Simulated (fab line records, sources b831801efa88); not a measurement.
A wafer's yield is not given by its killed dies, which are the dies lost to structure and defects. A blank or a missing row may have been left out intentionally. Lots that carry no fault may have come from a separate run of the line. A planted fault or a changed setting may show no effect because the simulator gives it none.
The tool behind it: which one? ; flow gf180mcu ; 6 lots, 18 wafers sampled, at 2 steps of a route of 602

== WHAT THE GAUGES SHOWED, per wafer ==
GF_V4_THK_MEAS_01.
lot;measured;on;V4_CVD_00_THK (nm)
L191;day 24 05:53;film-metro-01;600 600 600
L195;day 25 06:13;film-metro-01;602 601 601
L198;day 26 02:04;film-metro-01;607 608 602
L200;day 26 20:41;film-metro-01;596 597 598
L202;day 27 11:55;film-metro-03;602 599 607
L205;day 28 12:08;film-metro-03;600 605 608

== TOOL THAT RAN EACH LOT (tool first, then ch and the chambers of the sampled wafers, then the start) ==
lot;GF_M1_SPUTTER_00
L191;pvd-sputter-04, day 16 19:55
L195;pvd-sputter-01, day 18 01:17
L198;pvd-sputter-04, day 18 22:15
L200;pvd-sputter-01, day 19 21:25
L202;pvd-sputter-04, day 20 15:42
L205;pvd-sputter-02, day 21 20:01
- GF_M1_SPUTTER_00: material Ti, target thk 37.5 nm, time 150 s.

== THE ANSWER, worked out from the rows above alone ==
Rule: usual is defined by the lots themselves. The widest of any qualifying gaps counts: lots, ordered by their means at a reading, are off when they make up no more than a third of the lots, leave a main group of 4 or more, and stand apart from it by 3 or more times the standard deviation of that group's means. If all means in a main group match to the digits the tables above print for the reading, that group is not used. Also off: a lot with no number at a reading for which 4 or more lots have one. Any other lot the step has rows for is counted as sound.
Across all readings shown, no lot is off: no conclusion can be drawn from this.

== WHAT HAD BEEN PUT IN BY THE SIMULATOR ==
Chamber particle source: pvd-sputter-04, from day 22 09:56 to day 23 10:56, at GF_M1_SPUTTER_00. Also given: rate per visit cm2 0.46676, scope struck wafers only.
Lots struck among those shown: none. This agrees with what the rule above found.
